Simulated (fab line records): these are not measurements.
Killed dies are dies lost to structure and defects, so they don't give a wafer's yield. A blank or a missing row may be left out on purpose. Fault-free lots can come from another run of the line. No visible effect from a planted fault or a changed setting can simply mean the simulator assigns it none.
Code-filled problem report in 8D (eight disciplines) form	flow sky130	the parts of the form that need people (team, actions taken, sign-off) are left out

== 1. THE PROBLEM ==
Wafers free of any fault read 1625 nm (standard deviation 23) for VIA3_HDPCVD_THK at SKY_VIA3_THK_MEAS_01, against a mean of 1292 nm on 2 wafers of 2 lots. That puts it -14 standard deviations away from the usual mean.
Earliest sighting: wafer L430.3 on filmMetro-02 at day 41 22:05. Wafers with a number at this step in the record: 33, from 11 lots. The rule behind "out" and "out of limits": a value lying over 4 standard deviations away from the usual mean. Any other wafer with a number is counted as sound.

== 2. WHAT IT IS, AND WHAT IT ISN'T ==
question	is	is not
which readings at this step	VIA3_HDPCVD_THK	-
which lots	L430, L431	L420, L421, L423, L425, L427, L432, L441, L442, L443
which wafers of those lots	L430.3, L431.1	L430.4, L430.6, L431.2, L431.3
read on which gauges	filmMetro-02	filmMetro-01, filmMetro-03
when	from day 41 22:05	up to then (17 sound wafers); but 14 sound wafers of L431, L432, L441, L442, L443 came after

== 3. SUSPECTS, AND WHAT RULES EACH OUT ==
Counting: a tool at a process step up to the reading stays a suspect if it ran every lot that is out. Sound lots after the first of them don't rule it out here, since some wafers of a struck lot are sound.
- the gauge at SKY_VIA3_THK_MEAS_01: ruled out. All the wafers that are out were read on filmMetro-02, but those of them that SKY_VIA3_HDPCVD_00 has rows for are out there too, on other tools.
- hdpcvd-02 at SKY_VIA3_HDPCVD_00 (deposits SiO2, target thk 1635 nm, time 272.5 s): kept. Every lot that is out went through it, the first being L430 (day 41 21:51); the last sound lot it ran before that was L427 (day 41 00:07). Its own readings are out on those wafers: sih4FlowSccm.
- At SKY_VIA3_HDPCVD_00, inside hdpcvd-02: chamber 1 took the wafers that are out, while their sound lot-mates went through chambers 0, 2.
The count leaves hdpcvd-02 at SKY_VIA3_HDPCVD_00.

== 4. THE CAUSE (what the simulator had put in) ==
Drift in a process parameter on hdpcvd-02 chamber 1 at SKY_VIA3_HDPCVD_00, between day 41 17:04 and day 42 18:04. The setting sih4FlowSccm was moved by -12, starting from 60. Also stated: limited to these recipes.
The count eliminated every tool but this one.

== 5. THE EFFECT CHAIN, in route order ==
One row per reading whose mean, taken over the struck wafers that have a number, lies over 3 standard deviations from the usual. Only readings for which the record gives a usual standard deviation are gone through. hours: the time from each lot's start at the first step in this table that gives one to its start at this step, as a median over the lots. sigmas: the change in usual standard deviations.
hours	step	reading	usual	on struck wafers	change	sigmas
0	SKY_VIA3_HDPCVD_00	sih4FlowSccm	59.99 sccm	48.14	-11.85	-70
0	SKY_VIA3_THK_MEAS_01	VIA3_HDPCVD_THK	1625 nm	1292	-332	-14
Process steps it contains:
- SKY_VIA3_HDPCVD_00: deposits SiO2, target thk 1635 nm, time 272.5 s.
Later steps that measure or inspect, where all struck wafers having a row at the step show a number for every such reading and not one has moved that far: SKY_VIA3_OVL_MEAS_13.

== 6. WHAT WOULD HAVE CAUGHT IT SOONER ==
Counted from the fault's start at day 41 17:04, it took 5 hours until the first out-of-limits reading at a measuring or inspecting step in this record, taken at day 41 22:05.
At SKY_VIA3_HDPCVD_00, the tool's own readings (sih4FlowSccm) were out on each struck wafer the step has a row for, so an alarm limit on them would have fired on the first such wafer.
Lots out: 2; of these, L431 started SKY_VIA3_HDPCVD_00 on hdpcvd-02 after day 41 22:05. It would have been spared by a hold on the tool at that moment.
